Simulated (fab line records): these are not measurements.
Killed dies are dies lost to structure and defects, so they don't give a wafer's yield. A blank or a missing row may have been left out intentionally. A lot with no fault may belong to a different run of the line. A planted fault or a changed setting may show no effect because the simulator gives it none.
8D (eight disciplines) problem report, filled in by code	flow sky130	the parts of the form that need people (team, actions taken, sign-off) are left out

== 1. PROBLEM STATEMENT ==
Mean of killed_at_M4_up at SKY_PAD_OPEN_PROBE_99: 402.5 across 6 wafers in 2 lots; on wafers with no fault it is 3.4 (standard deviation 1.8). So: +99 or more standard deviations from the usual mean.
The first sign was on wafer L696.1 at day 48 10:13, on prober-02. At this step, 22 wafers from 8 lots have a number in the record. By rule, "out" or "out of limits" means more than 4 standard deviations away from the usual mean. All remaining wafers that have a number are taken as sound.

== 2. WHAT IT IS, AND WHAT IT ISN'T ==
question	is	is not
which readings at this step	killed_at_M4_up, defect_limited_yield, killed_dies, killed_on_rim, sort_bin_5_function, sort_n_pass, sort_yield_pct	killed_at_M0_to_M3, killed_at_contacts, killed_at_front_end, killed_at_other, killed_short, sort_bin_3_pad_short, sort_bin_6_memory
which lots	L696, L697	L688, L693, L704, L705, L706, L707
which wafers of those lots	all that have a number	-
read on which tools	prober-01, prober-02	-
when	from day 48 10:13	up to then (4 sound wafers); but 12 sound wafers of L704, L705, L706, L707 came after

== 3. THE SUSPECTS, EACH WITH WHAT RULES IT OUT ==
Counting: a tool at a process step up to the reading stays a suspect if it ran every lot that is out and no sound lot after the first of them.
- plasma_asher-02 at SKY_METAL4_STRIP_19 (strips in O2/N2): kept. Every lot that is out went through it, starting with L696 (day 44 19:27), and after that it ran no sound lot; the last sound lot it ran before then is L693 (day 44 02:19).
Left after counting: plasma_asher-02 at SKY_METAL4_STRIP_19.

== 4. THE CAUSE (what the simulator had put in) ==
Beginning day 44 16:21, the whole step at SKY_METAL4_STRIP_19 was skipped on plasma_asher-02. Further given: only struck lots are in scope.
This tool alone remained once counting was done.

== 5. THE EFFECT CHAIN, in route order ==
Each row: a reading whose mean over the struck wafers that have a number lies more than 3 standard deviations from the usual. Only readings whose record carries a usual standard deviation are examined. hours: median over the lots of the time between each lot's start at the first step of this table that gives one and its start at this step. sigmas: the change, counted in usual standard deviations.
hours	step	reading	usual	on struck wafers	change	sigmas
0	SKY_PAD_OPEN_PROBE_99	defect_limited_yield	82.5 %	0.0	-82.5	-43
0	SKY_PAD_OPEN_PROBE_99	killed_at_M4_up	3.4	402.5	+399.1	+99 or more
0	SKY_PAD_OPEN_PROBE_99	killed_dies	86	492	+406	+44
0	SKY_PAD_OPEN_PROBE_99	killed_on_rim	17	96	+79	+20
0	SKY_PAD_OPEN_PROBE_99	sort_bin_5_function	10.3 %	93.2	+82.9	+55
0	SKY_PAD_OPEN_PROBE_99	sort_n_pass	406	0	-406	-44
0	SKY_PAD_OPEN_PROBE_99	sort_yield_pct	82.5 %	0.0	-82.5	-43
It contains these process steps:
- SKY_PAD_OPEN_PROBE_99
Readings that are blank on the struck wafers while sound wafers have them: chamber_pressure_mTorr at SKY_METAL4_STRIP_19; drypump_motor_current_A at SKY_METAL4_STRIP_19; oes_product_au at SKY_METAL4_STRIP_19; strip_time_to_endpoint_s at SKY_METAL4_STRIP_19.

== 6. HOW IT WOULD HAVE BEEN CAUGHT EARLIER ==
In this record the first reading out of limits was taken at day 48 10:13, 90 hours after the fault began at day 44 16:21.
At SKY_METAL4_STRIP_19 the tool's readings are blank on the struck wafers, where sound wafers have them: an empty tool record is the first sign, and it was there at once.
Each of the lots that are out, 2 in all, had begun SKY_METAL4_STRIP_19 on plasma_asher-02 no later than day 48 10:13. Holding the tool at that point would not have protected any of them.
